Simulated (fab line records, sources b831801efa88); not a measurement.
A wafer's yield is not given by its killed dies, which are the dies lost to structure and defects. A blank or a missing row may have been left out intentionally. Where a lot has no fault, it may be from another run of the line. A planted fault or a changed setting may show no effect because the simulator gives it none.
fab line records	flow sky130
record lots=11	wafers=31	lastDay=50
route steps=708 shown LDD_P@265 LDD_HVP@287 SD_P@327 PAD_OPEN@708
lots untouched by any fault: they come from a run of this same line in which no faults occurred
startH: hours from the record's first day to the start of the lot's first wafer shown	waitH: hours elapsed since this lot's preceding step	" repeats the value in the row above	L1.1+2: several wafers, shown together as one row	- no value, or no start given	* or withheld: withheld	< > ~ a bound
route shown NAME@n: names a module that has steps shown in the file, with the first one's number in the route	usual: mean/standard deviation of fault-free wafers	same: alike in all rows	chamber/n: place in a boat	sites: readings site by site	_std_site: their standard deviation	_edge_site: outer sites' mean less inner sites'	radiusMm: for every site, how far away it sits from the centre of the wafer	mask NAME#n: copy n	behind: tool/chamber where the wafer was last shaped	hold: reason for holding the lot/hours on hold/outcome of the hold	device: names the non-switching transistor (n, p or np)	end of line: tests run on the same wafers once the route is complete	a step without rows: its recipe alone	killed: count of dies lost to structure and defects at first sort (not the wafer's yield)	map: a wafer's dies, marking killed ones x, the rest . and places with no die _
set.NAME: setting as actually run; set.NAME@STEP: the setting as run at that earlier step	model.NAME: the simulator's own value behind a step, which no gauge read
a sample of lots followed through the steps of the route, with each step as a table and each wafer as a row
services: from which hour (startH, from the record's first day; less than 0 if before it) a tool's chamber was out of use, for how many hours, and why
## steps
# step SKY_LDD_P_STRIP_10
# recipe chemistry=O2/N2	powerW=1400	pressureMtorr=1500	platenTempC=withheld	o2FlowSccm=3000	n2FlowSccm=300	overashFraction=0.5
# usual drypumpMotorCurrentA=6.0/0.48	oesProductAu=0.716/0.0048	stripTimeToEndpointS=14.18/0.042
lot.wafer	tool	chamber	startH	waitH	drypumpMotorCurrentA	oesProductAu	rfHoursCounterH	stripTimeToEndpointS
L857.1	plasmaAsher-02	1	424.04	0.1	5.7	0.710	74	14.15
L857.4	"	1	"	"	5.7	0.725	-	14.15
L857.5	"	0	"	"	5.3	0.724	-	14.17
L858.2	plasmaAsher-01	1	443.81	0.1	6.6	0.720	62	14.19
L858.3	"	1	"	"	6.6	0.710	-	14.22
L858.4	"	0	"	"	6.5	0.717	-	14.17
L862.1	plasmaAsher-03	0	485.01	0.1	5.6	0.711	4	14.10
L862.3	"	0	"	"	5.6	0.714	-	14.13
L862.6	"	0	"	"	5.6	0.711	-	14.13
L863.1	plasmaAsher-01	0	497.38	0.1	6.5	0.714	68	14.17
L863.4	"	1	"	"	6.6	0.719	-	14.20
L863.6	"	1	"	"	6.6	0.713	-	14.24
L865.1	plasmaAsher-01	0	512.04	0.1	6.5	0.723	70	14.22
L865.3	"	1	"	"	6.6	0.715	-	14.21
L865.5	"	1	"	"	6.6	0.715	-	14.19
L866.2	plasmaAsher-01	1	514.93	0.1	6.6	0.720	70	14.20
L866.3	"	0	"	"	6.5	0.715	-	14.20
L866.5	"	0	"	"	6.5	0.717	-	14.19
L873.4	plasmaAsher-02	1	585.05	0.1	5.7	0.719	-	14.21
L873.5	"	1	"	"	5.7	0.713	-	14.20
L873.6	"	0	"	"	5.4	0.719	-	14.20
L876.1	plasmaAsher-03	1	596.38	0.1	5.8	0.711	16	14.17
L876.2	"	0	"	"	5.6	0.700	16	14.21
L877.1	plasmaAsher-02	0	619.04	0.1	5.4	0.715	92	14.18
L877.6	"	0	"	"	5.4	0.720	-	14.17
L878.2	plasmaAsher-01	1	625.13	0.1	6.6	0.709	81	14.09
L878.5	"	1	"	"	6.6	0.717	-	14.13
L878.6	"	0	"	"	6.5	0.723	-	14.13
L879.2	plasmaAsher-01	0	633.71	0.1	6.5	0.718	82	14.15
L879.3	"	1	"	"	6.6	0.716	-	14.21
L879.6	"	0	"	"	6.4	0.717	-	14.20
# step SKY_LDD_HVP_STRIP_09
# recipe chemistry=O2/N2	powerW=1400	pressureMtorr=1500	platenTempC=withheld	o2FlowSccm=3000	n2FlowSccm=300	overashFraction=0.5
# usual drypumpMotorCurrentA=5.51/0.19	oesProductAu=0.409/0.0044	stripTimeToEndpointS=4.138/0.019
lot.wafer	tool	chamber	startH	waitH	drypumpMotorCurrentA	oesProductAu	rfHoursCounterH	stripTimeToEndpointS
L857.1	plasmaAsher-04	1	485.31	0.1	5.22	0.419	37	4.151
L857.4	"	1	"	"	5.22	0.413	-	4.165
L857.5	"	1	"	"	5.20	0.409	-	4.164
L858.2	plasmaAsher-02	1	505.50	0.1	5.68	0.414	82	4.156
L858.3	"	0	"	"	5.31	0.413	-	4.159
L858.4	"	1	"	"	5.68	0.419	-	4.145
L862.1	plasmaAsher-02	1	545.32	0.1	5.68	0.413	84	4.111
L862.3	"	0	"	"	5.32	0.412	-	4.113
L862.6	"	1	"	"	5.66	0.409	-	4.101
L863.1	plasmaAsher-02	0	557.95	0.1	5.35	0.406	86	4.157
L863.4	"	1	"	"	5.68	0.414	-	4.145
L863.6	"	0	"	"	5.33	0.410	-	4.129
L865.1	plasmaAsher-04	0	572.26	0.1	5.55	0.404	46	4.167
L865.3	"	0	"	"	5.54	0.412	-	4.160
L865.5	"	1	"	"	5.18	0.412	-	4.148
L866.2	plasmaAsher-03	0	574.86	0.1	5.58	0.406	14	4.169
L866.3	"	0	"	"	5.57	0.406	-	4.161
L866.5	"	1	"	"	5.73	0.407	-	4.140
L873.4	plasmaAsher-02	0	643.20	0.1	5.32	0.407	-	4.141
L873.5	"	0	"	"	5.33	0.417	-	4.164
L873.6	"	1	"	"	5.72	0.412	-	4.126
L876.1	plasmaAsher-02	0	654.26	0.1	5.31	0.405	95	4.159
L876.2	"	1	"	"	5.69	0.409	95	4.160
L877.1	plasmaAsher-04	1	675.60	0.1	5.19	0.408	56	4.121
L877.6	"	1	"	"	5.19	0.407	-	4.128
L878.2	plasmaAsher-04	0	681.84	0.1	5.53	0.401	57	4.095
L878.5	"	0	"	"	5.56	0.417	-	4.117
L878.6	"	1	"	"	5.18	0.412	-	4.124
L879.2	plasmaAsher-04	0	690.80	0.1	5.55	0.411	58	4.135
L879.3	"	1	"	"	5.19	0.411	-	4.117
L879.6	"	0	"	"	5.56	0.407	-	4.128
# step SKY_SD_P_CD_MEAS_07
# recipe targetCdNm=380
# usual cdNm=379.8/2.2
lot.wafer	tool	chamber	startH	waitH	cdNm
L857.1	cdSem-02	-	577.32	0.1	381.6
L857.4	"	-	"	"	379.9
L857.5	"	-	"	"	378.2
L858.2	cdSem-01	-	596.24	0.1	382.8
L858.3	"	-	"	"	384.9
L858.4	"	-	"	"	382.7
L862.1	cdSem-01	-	634.51	0.1	378.9
L862.3	"	-	"	"	379.8
L862.6	"	-	"	"	380.4
L863.1	cdSem-01	-	646.01	0.1	378.4
L863.4	"	-	"	"	376.6
L863.6	"	-	"	"	378.3
L865.1	cdSem-02	-	660.76	0.1	378.6
L865.3	"	-	"	"	378.4
L865.5	"	-	"	"	379.7
L866.2	cdSem-02	-	663.94	0.1	378.1
L866.3	"	-	"	"	378.4
L866.5	"	-	"	"	378.0
L873.4	cdSem-01	-	730.22	0.1	379.3
L873.5	"	-	"	"	379.1
L873.6	"	-	"	"	379.9
L876.1	cdSem-02	-	763.51	0.1	382.5
L876.2	"	-	"	"	381.9
L877.1	cdSem-01	-	763.81	0.1	378.8
L877.6	"	-	"	"	380.4
L878.2	cdSem-01	-	766.93	0.1	381.4
L878.5	"	-	"	"	379.8
L878.6	"	-	"	"	380.7
L879.2	cdSem-02	-	774.29	0.1	377.9
L879.3	"	-	"	"	381.0
L879.6	"	-	"	"	377.3
# step SKY_SD_P_IMPLANT_09
# recipe species=BF2	energyKev=20	doseCm2=3e+15	tiltDeg=0
# usual beamEnergyKeV=20.002/0.0059	faradayCurrentUA=11011/260
lot.wafer	tool	chamber	startH	waitH	beamEnergyKeV	faradayCurrentUA
L857.1	implanter-01	0	577.48	0.0	20.005	10886
L857.4	"	0	"	"	20.002	11293
L857.5	"	0	"	"	20.009	10937
L858.2	implanter-01	0	596.40	0.0	20.000	11570
L858.3	"	0	"	"	19.998	11227
L858.4	"	0	"	"	20.002	10963
L862.1	implanter-04	0	634.66	0.0	20.000	11139
L862.3	"	0	"	"	20.003	11249
L862.6	"	0	"	"	19.994	10917
L863.1	implanter-04	0	646.16	0.0	19.998	10754
L863.4	"	0	"	"	20.001	10985
L863.6	"	0	"	"	20.001	10768
L865.1	implanter-04	0	660.91	0.0	19.996	11131
L865.3	"	0	"	"	20.004	10696
L865.5	"	0	"	"	19.996	10846
L866.2	implanter-04	0	664.10	0.0	20.012	10834
L866.3	"	0	"	"	19.996	10785
L866.5	"	0	"	"	19.999	10771
L873.4	implanter-01	0	730.39	0.1	20.007	11027
L873.5	"	0	"	"	20.013	11353
L873.6	"	0	"	"	20.001	10979
L876.1	implanter-04	0	763.66	0.0	19.995	10859
L876.2	"	0	"	"	19.993	11175
L877.1	implanter-04	0	763.96	0.0	20.000	10756
L877.6	"	0	"	"	19.996	11272
L878.2	implanter-02	0	767.09	0.0	19.998	11102
L878.5	"	0	"	"	20.008	11122
L878.6	"	0	"	"	20.005	11321
L879.2	implanter-02	0	774.45	0.0	19.991	11357
L879.3	"	0	"	"	19.992	10991
L879.6	"	0	"	"	19.998	10636
# step SKY_SD_P_STRIP_10
# recipe chemistry=O2/N2	powerW=1400	pressureMtorr=1500	platenTempC=withheld	o2FlowSccm=3000	n2FlowSccm=300	overashFraction=0.5
# usual drypumpMotorCurrentA=5.9/0.45	oesProductAu=0.617/0.0043	stripTimeToEndpointS=17.52/0.052
lot.wafer	tool	chamber	startH	waitH	drypumpMotorCurrentA	oesProductAu	rfHoursCounterH	stripTimeToEndpointS
L857.1	plasmaAsher-04	0	577.63	0.1	5.6	0.617	47	17.54
L857.4	"	1	"	"	5.2	0.630	-	17.55
L857.5	"	0	"	"	5.6	0.619	-	17.59
L858.2	plasmaAsher-01	1	596.52	0.1	6.6	0.610	78	17.53
L858.3	"	0	"	"	6.5	0.617	-	17.55
L858.4	"	1	"	"	6.6	0.617	-	17.56
L862.1	plasmaAsher-03	0	634.81	0.1	5.6	0.610	19	17.49
L862.3	"	1	"	"	5.8	0.611	-	17.49
L862.6	"	1	"	"	5.8	0.619	-	17.49
L863.1	plasmaAsher-03	0	646.31	0.1	5.6	0.614	21	17.45
L863.4	"	0	"	"	5.6	0.617	-	17.53
L863.6	"	1	"	"	5.8	0.615	-	17.52
L865.1	plasmaAsher-01	0	661.06	0.1	6.5	0.611	84	17.56
L865.3	"	0	"	"	6.5	0.616	-	17.54
L865.5	"	1	"	"	6.5	0.620	-	17.52
L866.2	plasmaAsher-01	1	664.22	0.1	6.6	0.620	85	17.55
L866.3	"	0	"	"	6.5	0.623	-	17.55
L866.5	"	0	"	"	6.5	0.616	-	17.52
L873.4	plasmaAsher-03	1	730.50	0.1	5.8	0.619	-	17.58
L873.5	"	1	"	"	5.8	0.621	-	17.57
L873.6	"	0	"	"	5.6	0.617	-	17.55
L876.1	plasmaAsher-03	0	763.81	0.1	5.6	0.637	32	16.94
L876.2	"	1	"	"	5.7	0.615	32	17.48
L877.1	plasmaAsher-03	0	764.11	0.1	5.6	0.635	32	17.04
L877.6	"	1	"	"	5.7	0.637	-	17.03
L878.2	plasmaAsher-01	0	767.21	0.1	6.5	0.610	95	17.50
L878.5	"	1	"	"	6.6	0.617	-	17.51
L878.6	"	0	"	"	6.5	0.624	-	17.46
L879.2	plasmaAsher-03	1	774.57	0.1	5.7	0.620	33	17.54
L879.3	"	1	"	"	5.7	0.624	-	17.53
L879.6	"	1	"	"	5.8	0.610	-	17.53
# step SKY_SD_P_TW_MEAS_11
# usual SD_P_TW=2815/45
lot.wafer	tool	chamber	startH	waitH	SD_P_TW
L857.1	filmMetro-01	-	577.73	0.1	2891
L857.4	"	-	"	"	2878
L857.5	"	-	"	"	2872
L858.2	filmMetro-01	-	596.63	0.1	2866
L858.3	"	-	"	"	2901
L858.4	"	-	"	"	2885
L862.1	filmMetro-02	-	634.91	0.1	2800
L862.3	"	-	"	"	2786
L862.6	"	-	"	"	2793
L863.1	filmMetro-02	-	646.41	0.1	2794
L863.4	"	-	"	"	2798
L863.6	"	-	"	"	2794
L865.1	filmMetro-01	-	661.16	0.1	2851
L865.3	"	-	"	"	2869
L865.5	"	-	"	"	2860
L866.2	filmMetro-01	-	664.33	0.1	2854
L866.3	"	-	"	"	2866
L866.5	"	-	"	"	2870
L873.4	filmMetro-02	-	730.59	0.1	2798
L873.5	"	-	"	"	2806
L873.6	"	-	"	"	2794
L876.1	filmMetro-04	-	763.91	0.1	2609
L876.2	"	-	"	"	2772
L877.1	filmMetro-04	-	764.21	0.1	2623
L877.6	"	-	"	"	2611
L878.2	filmMetro-01	-	767.32	0.1	2860
L878.5	"	-	"	"	2860
L878.6	"	-	"	"	2846
L879.2	filmMetro-04	-	774.68	0.1	2772
L879.3	"	-	"	"	2772
L879.6	"	-	"	"	2763
# step SKY_SD_N_RS_MEAS_17
# recipe thkMeasGauge=four-point-probe
# usual SD_P_RS=147.1/0.37
lot.wafer	tool	chamber	startH	waitH	SD_P_RS[ohm/sq]
L857.1	filmMetro-02	-	635.89	0.1	147.5
L857.4	"	-	"	"	147.1
L857.5	"	-	"	"	147.5
L858.2	filmMetro-04	-	655.24	0.1	147.6
L858.3	"	-	"	"	147.1
L858.4	"	-	"	"	147.3
L862.1	filmMetro-01	-	691.88	0.1	146.7
L862.3	"	-	"	"	146.6
L862.6	"	-	"	"	146.6
L863.1	filmMetro-04	-	703.76	0.1	147.6
L863.4	"	-	"	"	147.5
L863.6	"	-	"	"	147.1
L865.1	filmMetro-01	-	716.47	0.1	146.9
L865.3	"	-	"	"	146.9
L865.5	"	-	"	"	147.2
L866.2	filmMetro-04	-	718.89	0.1	147.3
L866.3	"	-	"	"	147.6
L866.5	"	-	"	"	147.4
L873.4	filmMetro-01	-	784.69	0.1	147.1
L873.5	"	-	"	"	147.0
L873.6	"	-	"	"	147.2
L876.1	filmMetro-02	-	817.83	0.1	151.6
L876.2	"	-	"	"	147.0
L877.1	filmMetro-01	-	818.02	0.1	151.4
L877.6	"	-	"	"	151.4
L878.2	filmMetro-01	-	821.67	0.1	147.4
L878.5	"	-	"	"	147.3
L878.6	"	-	"	"	146.8
L879.2	filmMetro-02	-	827.59	0.1	147.8
L879.3	"	-	"	"	147.5
L879.6	"	-	"	"	147.5
# step SKY_PAD_OPEN_PROBE_99
# usual killed_at_M0_to_M3=45/6.8	killed_at_M4_up=3.2/1.6	killedAtContacts=24/5.1	killedAtFrontEnd=14/4.4	killedAtOther=0.4/0.65	killedDies=87/8.8	killedOpen=47/7.2	killedShort=39/6.1
# same grossDies=492	killedAtBackSide=0
lot.wafer	tool	chamber	startH	waitH	killed_at_M0_to_M3	killed_at_M4_up	killedAtContacts	killedAtFrontEnd	killedAtOther	killedDies	killedOpen	killedShort
L877.6	prober-02	-	1195.37	0.2	38	1	30	6	0	75	37	37
L879.2	prober-02	-	1201.37	0.1	46	2	30	26	1	105	72	33
L879.3	prober-02	-	1201.42	0.2	57	1	23	12	0	93	49	44
L879.6	prober-02	-	1201.57	0.2	36	2	21	13	0	72	50	22
# killed by level:class
L877.6 CONTACT:geometricParticle:open=11 CONTACT:geometricParticle:short=8 METAL1:geometricParticle:short=6 VIA3:geometricParticle:open=6 VIA1:geometricParticle:open=6 VIA3:geometricParticle:short=6 METAL2:geometricParticle:short=5 LI_CONTACT:geometricParticle:open=4
L879.2 CONTACT:geometricParticle:open=16 VIA1:geometricParticle:open=12 POLY_GATE:geometricParticle:open=10 VIA2:geometricParticle:open=10 FIELD_ISO:geometricParticle:open=6 FIELD_ISO:geometricParticle:short=6 LI_CONTACT:geometricParticle:open=5 CONTACT:geometricParticle:short=5
L879.3 VIA2:geometricParticle:open=10 VIA3:geometricParticle:open=10 VIA1:geometricParticle:open=10 CONTACT:geometricParticle:open=8 LI_CONTACT:geometricParticle:open=5 LOCAL_INTERCONNECT:geometricParticle:short=5 METAL1:geometricParticle:short=5 METAL2:geometricParticle:short=5
L879.6 CONTACT:geometricParticle:open=12 VIA1:geometricParticle:open=12 VIA3:geometricParticle:open=10 VIA1:geometricParticle:short=5 CONTACT:geometricParticle:short=4 LI_CONTACT:geometricParticle:open=4 FIELD_ISO:geometricParticle:short=3 POLY_GATE:geometricParticle:open=3
## services
tool	chamber	startH	hours	kind
implanter-04	-	415.35	0.7	repair
plasmaAsher-03	-	421.25	9.0	pm
plasmaAsher-03	0	421.25	19.1	ventCycle
plasmaAsher-03	-	428.92	11.5	repair
plasmaAsher-03	-	431.45	0.9	repair
plasmaAsher-02	-	437.72	0.9	repair
plasmaAsher-03	-	440.38	4.0	pm
plasmaAsher-02	-	457.52	7.5	repair
plasmaAsher-04	-	460.06	6.1	repair
plasmaAsher-04	-	467.45	0.9	repair
implanter-02	-	474.16	3.0	repair
plasmaAsher-02	-	512.14	15.6	pm
plasmaAsher-04	-	539.39	2.4	repair
plasmaAsher-01	-	548.97	6.7	repair
implanter-02	-	549.13	0.9	repair
implanter-02	-	566.36	73.0	pm
plasmaAsher-04	-	607.10	2.8	pm
plasmaAsher-02	-	644.68	1.7	repair
plasmaAsher-04	-	660.59	4.6	repair
implanter-02	-	674.99	1.2	repair
plasmaAsher-02	-	733.75	9.0	pm
plasmaAsher-03	-	741.04	0.9	repair
plasmaAsher-04	-	752.70	0.8	repair
implanter-04	-	770.45	0.6	repair
## key
firstSign step=SKY_SD_P_STRIP_10	reading=stripTimeToEndpointS	direction=down	sigmas=10	usual=*	struck=*
effect step=SKY_SD_P_STRIP_10	reading=oesProductAu	direction=up	sigmas=4.3	usual=0.617	struck=0.636
effect step=SKY_SD_P_TW_MEAS_11	reading=SD_P_TW	direction=down	sigmas=4.5	usual=2815	struck=2614
effect step=SKY_SD_N_RS_MEAS_17	reading=SD_P_RS	direction=up	sigmas=12	usual=147.1	struck=151.4
metAt SKY_SD_P_IMPLANT_09
struckLots L876,L877
struckWafers L876.1,L877.1,L877.6
testerLeftOut L876,L877
notActingAt SKY_LDD_P_STRIP_10,SKY_LDD_HVP_STRIP_09,SKY_SD_P_CD_MEAS_07
onsetBetween 664.10 763.66
fault kind=processParameterDrift	tool=implanter-04	chamber=-	onsetH=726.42	steps=SKY_SD_P_IMPLANT_09	channel=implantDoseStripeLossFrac	offset=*	shape=step	endH=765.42	scope=struckWafersOnly
# testerLeftOut: of these lots the tester's yield and bins aren't shown, on N5 and GAA mostly nor the transistor test; their killed dies are dies lost to structure and defects alone, not to doping, threshold or leakage, so they don't give the yield
